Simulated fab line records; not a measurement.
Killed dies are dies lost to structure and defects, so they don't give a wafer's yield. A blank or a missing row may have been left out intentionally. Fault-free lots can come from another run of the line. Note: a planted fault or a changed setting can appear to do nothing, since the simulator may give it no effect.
Which tool is to blame? | flow sky130 | 42 wafers from 14 lots sampled at 4 of the route's 708 steps

WHAT EACH GAUGE READ, for each wafer
The record holds no reading of a measuring or inspecting step that can be judged against a usual standard deviation.

EACH LOT AND THE TOOL THAT RAN IT (in order: tool; ch and the chambers of the sampled wafers; start)
lot  | SKY_VIA2_SPUTTER_20         | SKY_CAPM_CVD_00                 | SKY_CAPM_SPUTTER_02         | SKY_CAPM_METAL_ETCH_13
L990 | pvdSputter-04, day 36 09:06 | pecvd-03 ch 0,2, day 36 09:56   | pvdSputter-03, day 36 10:01 | rieMetal-03 ch 1, day 37 12:11
L991 | pvdSputter-04, day 36 19:10 | pecvd-01 ch 0,2, day 36 20:07   | pvdSputter-03, day 36 20:12 | rieMetal-01 ch 1, day 37 21:43
L992 | pvdSputter-03, day 37 08:14 | pecvd-03 ch 0,1,2, day 37 09:04 | pvdSputter-03, day 37 09:08 | rieMetal-01 ch 1, day 38 10:32
L994 | pvdSputter-02, day 37 21:54 | pecvd-01 ch 0, day 37 22:45     | pvdSputter-04, day 37 22:50 | rieMetal-01 ch 0,1, day 39 00:16
L997 | pvdSputter-03, day 38 19:34 | pecvd-04 ch 0,1,2, day 38 20:37 | pvdSputter-03, day 38 20:42 | rieMetal-02 ch 0,1, day 39 21:52
L998 | pvdSputter-04, day 39 05:12 | pecvd-01 ch 0,1,2, day 39 06:02 | pvdSputter-03, day 39 06:07 | rieMetal-03 ch 0,1, day 40 06:31
L103 | pvdSputter-03, day 40 21:59 | pecvd-01 ch 0,1,2, day 40 22:48 | pvdSputter-01, day 40 22:53 | rieMetal-02 ch 0, day 41 22:53
L105 | pvdSputter-04, day 41 14:02 | pecvd-01 ch 1,2, day 41 14:51   | pvdSputter-03, day 41 14:56 | rieMetal-01 ch 0,1, day 42 14:05
L106 | pvdSputter-02, day 42 03:11 | pecvd-04 ch 0,2, day 42 04:04   | pvdSputter-03, day 42 04:08 | rieMetal-02 ch 1, day 43 03:07
L107 | pvdSputter-04, day 42 04:16 | pecvd-01 ch 0,1,2, day 42 05:07 | pvdSputter-04, day 42 05:12 | rieMetal-02 ch 0,1, day 43 04:26
L108 | pvdSputter-03, day 42 10:22 | pecvd-03 ch 0,1,2, day 42 11:15 | pvdSputter-01, day 42 11:20 | rieMetal-01 ch 0,1, day 43 10:23
L109 | pvdSputter-02, day 42 11:17 | pecvd-04 ch 0,2, day 42 12:06   | pvdSputter-03, day 42 12:11 | rieMetal-03 ch 0,1, day 43 11:37
L110 | pvdSputter-03, day 42 17:09 | pecvd-03 ch 0,2, day 42 17:59   | pvdSputter-03, day 42 18:04 | rieMetal-01 ch 0,1, day 43 16:49
L111 | pvdSputter-04, day 43 03:27 | pecvd-01 ch 0,2, day 43 04:16   | pvdSputter-01, day 43 04:21 | rieMetal-01 ch 0,1, day 44 02:32
- SKY_VIA2_SPUTTER_20: material TiN, target thk 20 nm, time 80 s.
- SKY_CAPM_CVD_00: deposits SiO2, target thk 15.5 nm.
- SKY_CAPM_SPUTTER_02: material TiN, target thk 200 nm, time 166.7 s.
- SKY_CAPM_METAL_ETCH_13: etches TiN in Cl2/BCl3, stops on SiO2, target depth 220 nm, time 62.9 s.

AS READ BY THE TOOLS THEMSELVES (means over the sampled wafers that have a number; for cases with no such wafer, the mark the record gives instead)
SKY_VIA2_SPUTTER_20. Usual: cathodeDcPowerW 4000.0 W, standard deviation 0.72; throttleValvePct 30.1 %, standard deviation 1.5.
lot  | tool          | cathodeDcPowerW (W) | throttleValvePct (%) | flag
L990 | pvdSputter-04 | 3999.3              | 29.2                 | 
L991 | pvdSputter-04 | 3999.9              | 28.4                 | 
L992 | pvdSputter-03 | 4000.4              | 29.8                 | 
L994 | pvdSputter-02 | 4000.5              | 31.4                 | 
L997 | pvdSputter-03 | 3999.4              | 29.4                 | 
L998 | pvdSputter-04 | 4000.3              | 29.9                 | 
L103 | pvdSputter-03 | 3999.2              | 29.2                 | 
L105 | pvdSputter-04 | 4000.1              | 28.4                 | 
L106 | pvdSputter-02 | 4000.2              | 31.5                 | 
L107 | pvdSputter-04 | 3999.7              | 28.8                 | 
L108 | pvdSputter-03 | 4000.2              | 29.8                 | 
L109 | pvdSputter-02 | 4000.0              | 30.3                 | 
L110 | pvdSputter-03 | 4000.4              | 30.4                 | 
L111 | pvdSputter-04 | 4000.6              | 29.9                 | 

SKY_CAPM_CVD_00. Usual: heaterPowerOuterW 474 W, standard deviation 96; heaterPowerW 787 W, standard deviation 130.
lot  | tool     | heaterPowerOuterW (W) | heaterPowerW (W) | flag
L990 | pecvd-03 | 471                   | 755              | 
L991 | pecvd-01 | 492                   | 825              | 
L992 | pecvd-03 | 526                   | 837              | 
L994 | pecvd-01 | 440                   | 773              | 
L997 | pecvd-04 | -                     | -                | OFF
L998 | pecvd-01 | -                     | -                | OFF
L103 | pecvd-01 | 455                   | 777              | 
L105 | pecvd-01 | 450                   | 769              | 
L106 | pecvd-04 | 388                   | 639              | 
L107 | pecvd-01 | 423                   | 743              | 
L108 | pecvd-03 | 559                   | 881              | 
L109 | pecvd-04 | 403                   | 649              | 
L110 | pecvd-03 | 508                   | 808              | 
L111 | pecvd-01 | 500                   | 835              | 

SKY_CAPM_SPUTTER_02. Usual: cathodeDcPowerW 6499.8 W, standard deviation 1.1; throttleValvePct 30.0 %, standard deviation 1.2.
lot  | tool          | cathodeDcPowerW (W) | throttleValvePct (%) | flag
L990 | pvdSputter-03 | 6500.3              | 29.7                 | 
L991 | pvdSputter-03 | 6500.3              | 31.1                 | 
L992 | pvdSputter-03 | 6500.5              | 31.4                 | 
L994 | pvdSputter-04 | 6499.6              | 30.2                 | 
L997 | pvdSputter-03 | 6499.4              | 30.5                 | 
L998 | pvdSputter-03 | 6500.0              | 31.0                 | 
L103 | pvdSputter-01 | 6499.5              | 31.1                 | 
L105 | pvdSputter-03 | 6499.8              | 29.6                 | 
L106 | pvdSputter-03 | 6499.4              | 29.9                 | 
L107 | pvdSputter-04 | 6500.4              | 28.9                 | 
L108 | pvdSputter-01 | 6497.9              | 30.0                 | 
L109 | pvdSputter-03 | 6500.5              | 28.9                 | 
L110 | pvdSputter-03 | 6499.4              | 29.6                 | 
L111 | pvdSputter-01 | 6500.5              | 30.8                 | 

SKY_CAPM_METAL_ETCH_13. Usual: drypumpMotorCurrentA 5.7 A, standard deviation 0.38; heBacksideLeakSccm 3.42 sccm, standard deviation 0.28; oesProductAu 0.939 a.u., standard deviation 0.007; throttleValvePct 21.902 %, standard deviation 0.0094.
lot  | tool        | drypumpMotorCurrentA (A) | heBacksideLeakSccm (sccm) | oesProductAu (a.u.) | throttleValvePct (%) | flag
L990 | rieMetal-03 | 6.0                      | 3.52                      | 0.936               | 21.906               | 
L991 | rieMetal-01 | 5.3                      | 3.38                      | 0.935               | 21.905               | 
L992 | rieMetal-01 | 5.3                      | 3.49                      | 0.937               | 21.908               | 
L994 | rieMetal-01 | 6.0                      | 4.11                      | 0.935               | 21.907               | 
L997 | rieMetal-02 | 5.5                      | 3.13                      | 0.942               | 21.904               | 
L998 | rieMetal-03 | 5.8                      | 3.50                      | 0.940               | 21.902               | 
L103 | rieMetal-02 | 5.7                      | 3.28                      | 0.937               | 21.902               | 
L105 | rieMetal-01 | 5.7                      | 3.56                      | 0.931               | 21.905               | 
L106 | rieMetal-02 | 5.4                      | 3.36                      | 0.941               | 21.896               | 
L107 | rieMetal-02 | 5.5                      | 3.43                      | 0.941               | 21.897               | 
L108 | rieMetal-01 | 5.6                      | 3.31                      | 0.944               | 21.902               | 
L109 | rieMetal-03 | 5.8                      | 3.34                      | 0.944               | 21.900               | 
L110 | rieMetal-01 | 5.7                      | 3.60                      | 0.929               | 21.908               | 
L111 | rieMetal-01 | 5.6                      | 3.49                      | 0.934               | 21.906               | 

THE ANSWER, worked out from the rows above alone
Rule: a lot counts as off when the mean over its wafers that have a number is more than 3 standard deviations away from the usual mean. Also off: a lot with no number at a reading for which 4 or more lots have one. Any other lot the step has rows for is counted as sound. After the gauges, taken in route order, come the tools' own readings; for these a lot's mean is taken, as printed above. At the first step where some lot is off, the reading lying furthest off is the one used; lots without a number count as furthest.
Off: L997, L998, at SKY_CAPM_CVD_00 (heaterPowerOuterW). Without a number there: L997, L998.
If a tool, at that step or one of the process steps before it, ran each lot that is off and ran no sound lot following the first of them, it fits. Not one of the candidates tried fits.

WHAT THE SIMULATOR HAD INSERTED
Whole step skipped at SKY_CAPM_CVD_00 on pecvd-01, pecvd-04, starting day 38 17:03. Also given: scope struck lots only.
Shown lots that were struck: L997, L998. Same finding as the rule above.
